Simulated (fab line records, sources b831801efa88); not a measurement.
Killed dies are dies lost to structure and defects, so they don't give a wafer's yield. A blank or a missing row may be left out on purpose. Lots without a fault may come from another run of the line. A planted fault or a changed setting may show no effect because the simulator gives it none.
Which tool did it? | flow gf180mcu | 12 lots, 36 wafers sampled, at 5 steps of a route of 602

WHAT THE GAUGES READ, wafer by wafer
GF_V3_CD_MEAS_14: target cd 260 nm.
lot  | measured     | on        | cd_nm (nm)
L317 | day 22 10:33 | cd_sem-02 | 260.8 260.7 261.1
L318 | day 22 20:46 | cd_sem-02 | 260.2 260.0 260.2
L321 | day 24 00:52 | cd_sem-01 | 260.2 260.4 260.0
L322 | day 24 09:00 | cd_sem-02 | 258.1 257.5 258.0
L323 | day 24 18:02 | cd_sem-02 | 259.1 259.5 260.3
L324 | day 25 03:25 | cd_sem-02 | 260.3 260.0 259.6
L325 | day 25 10:32 | cd_sem-01 | 261.4 260.3 260.4
L326 | day 25 13:54 | cd_sem-01 | 261.6 262.1 262.1
L332 | day 27 10:44 | cd_sem-02 | 259.3 260.4 260.2
L337 | day 28 20:21 | cd_sem-01 | 260.8 260.6 259.5
L339 | day 29 10:00 | cd_sem-01 | 258.3 257.6 258.9
L340 | day 29 17:27 | cd_sem-01 | 262.8 263.0 262.0

GF_V3_OVL_MEAS_15.
lot  | measured     | on         | V3_OVL (nm)
L317 | day 22 10:40 | overlay-02 | 0 -2 2
L318 | day 22 20:53 | overlay-01 | -6 -8 0
L321 | day 24 00:59 | overlay-01 | 4 1 8
L322 | day 24 09:07 | overlay-02 | -2 -2 -1
L323 | day 24 18:08 | overlay-01 | -5 5 5
L324 | day 25 03:31 | overlay-02 | 1 -2 0
L325 | day 25 10:37 | overlay-01 | 3 -3 -4
L326 | day 25 14:01 | overlay-01 | 6 4 -2
L332 | day 27 10:50 | overlay-02 | 18 14 5
L337 | day 28 20:28 | overlay-01 | 9 1 3
L339 | day 29 10:07 | overlay-02 | -9 6 7
L340 | day 29 17:34 | overlay-01 | 10 7 3

GF_V4_THK_MEAS_01.
lot  | measured     | on            | V4_CVD_00_THK (nm)
L317 | day 23 12:29 | film_metro-03 | 601 598 607
L318 | day 23 21:41 | film_metro-02 | 609 593 602
L321 | day 25 01:04 | film_metro-01 | 598 590 592
L322 | day 25 09:01 | film_metro-03 | 605 593 603
L323 | day 25 17:59 | film_metro-03 | 595 600 592
L324 | day 26 02:28 | film_metro-03 | 600 598 599
L325 | day 26 10:52 | film_metro-02 | 591 597 582
L326 | day 26 12:58 | film_metro-02 | 295 597 295
L332 | day 28 09:11 | film_metro-02 | 591 590 594
L337 | day 29 18:07 | film_metro-02 | 592 604 602
L339 | day 30 07:48 | film_metro-03 | 589 587 595
L340 | day 30 14:26 | film_metro-02 | 593 590 593

WHICH TOOL RAN EACH LOT (tool, then ch and the chambers of the sampled wafers, then the start)
lot  | GF_V3_STRIP_18                       | GF_V4_CVD_00
L317 | plasma_asher-03 ch 0,1, day 22 10:50 | hdpcvd-02 ch 0,1,2, day 23 12:25
L318 | plasma_asher-03 ch 0,1, day 22 21:03 | hdpcvd-02 ch 0,1,2, day 23 21:36
L321 | plasma_asher-01 ch 0,1, day 24 01:08 | hdpcvd-01 ch 1,2, day 25 00:59
L322 | plasma_asher-01 ch 0,1, day 24 09:17 | hdpcvd-02 ch 0,2, day 25 08:56
L323 | plasma_asher-02 ch 0,1, day 24 18:19 | hdpcvd-02 ch 0,1,2, day 25 17:53
L324 | plasma_asher-01 ch 0,1, day 25 03:40 | hdpcvd-02 ch 0,2, day 26 02:23
L325 | plasma_asher-02 ch 0,1, day 25 10:49 | hdpcvd-02 ch 1,2, day 26 10:41
L326 | plasma_asher-03 ch 0,1, day 25 14:11 | hdpcvd-02 ch 0,2, day 26 12:53
L332 | plasma_asher-03 ch 0,1, day 27 11:00 | hdpcvd-01 ch 0,1,2, day 28 09:06
L337 | plasma_asher-02 ch 0,1, day 28 20:38 | hdpcvd-01 ch 0,2, day 29 18:02
L339 | plasma_asher-03 ch 0,1, day 29 10:17 | hdpcvd-02 ch 0,2, day 30 07:44
L340 | plasma_asher-02 ch 0,1, day 29 17:44 | hdpcvd-02 ch 0,1,2, day 30 14:22
- GF_V3_STRIP_18: strips in O2/N2.
- GF_V4_CVD_00: deposits SiO2, target thk 600 nm, time 100 s.

WHAT THE TOOLS THEMSELVES READ (means of the sampled wafers that have a number; where no wafer has one, the mark that the record gives instead)
GF_V3_STRIP_18.
lot  | tool            | drypump_motor_current_A (A) | heater_power_w (W) | oes_product_au (a.u.)
L317 | plasma_asher-03 | 5.8                         | 306                | 0.591
L318 | plasma_asher-03 | 5.8                         | 301                | 0.598
L321 | plasma_asher-01 | 6.2                         | 299                | 0.597
L322 | plasma_asher-01 | 6.2                         | 299                | 0.594
L323 | plasma_asher-02 | 5.8                         | 286                | 0.598
L324 | plasma_asher-01 | 6.2                         | 298                | 0.597
L325 | plasma_asher-02 | 5.8                         | 289                | 0.596
L326 | plasma_asher-03 | 5.8                         | 298                | 0.597
L332 | plasma_asher-03 | 5.8                         | 297                | 0.595
L337 | plasma_asher-02 | 5.8                         | 291                | 0.596
L339 | plasma_asher-03 | 5.6                         | 310                | 0.594
L340 | plasma_asher-02 | 5.8                         | 285                | 0.593

GF_V4_CVD_00.
lot  | tool      | sih4_flow_sccm (sccm)
L317 | hdpcvd-02 | 60.20
L318 | hdpcvd-02 | 60.02
L321 | hdpcvd-01 | 60.04
L322 | hdpcvd-02 | 60.04
L323 | hdpcvd-02 | 59.94
L324 | hdpcvd-02 | 60.17
L325 | hdpcvd-02 | 59.73
L326 | hdpcvd-02 | 39.85
L332 | hdpcvd-01 | 59.94
L337 | hdpcvd-01 | 59.99
L339 | hdpcvd-02 | 59.99
L340 | hdpcvd-02 | 60.11

THE ANSWER, worked out from the rows above alone
Rule: what is usual is taken from the lots themselves. Put in order of their means at a reading, lots are off if they are a third of the lots or fewer, leave a main group of 4 or more, and stand apart from it by a gap of 3 or more times the standard deviation of the main group's means; of several such gaps the widest counts. A main group whose means are all the same, to the digits that the tables above print for the reading, isn't used. A lot without any number at a reading at which 4 lots or more have one is off too. The other lots that the step has rows for count as sound. The gauges are gone through in route order, then the tools' own readings, and for those a lot's mean is taken as printed above. The first step at which some lot is off is used, and at that step the reading that is off furthest; a lot without a number counts as furthest.
Off: L326, at GF_V4_THK_MEAS_01 (V4_CVD_00_THK). The main group: mean 596 nm, standard deviation 4.4.
A tool fits if, at a process step before that reading, it ran every lot that is off, and no sound lot after the first of them. The gauges at GF_V4_THK_MEAS_01 aren't tried: what is off there is off at GF_V4_CVD_00 too, on other tools, and a gauge's error can't cause that. None of those tried fits.

WHAT THE SIMULATOR HAD PUT IN
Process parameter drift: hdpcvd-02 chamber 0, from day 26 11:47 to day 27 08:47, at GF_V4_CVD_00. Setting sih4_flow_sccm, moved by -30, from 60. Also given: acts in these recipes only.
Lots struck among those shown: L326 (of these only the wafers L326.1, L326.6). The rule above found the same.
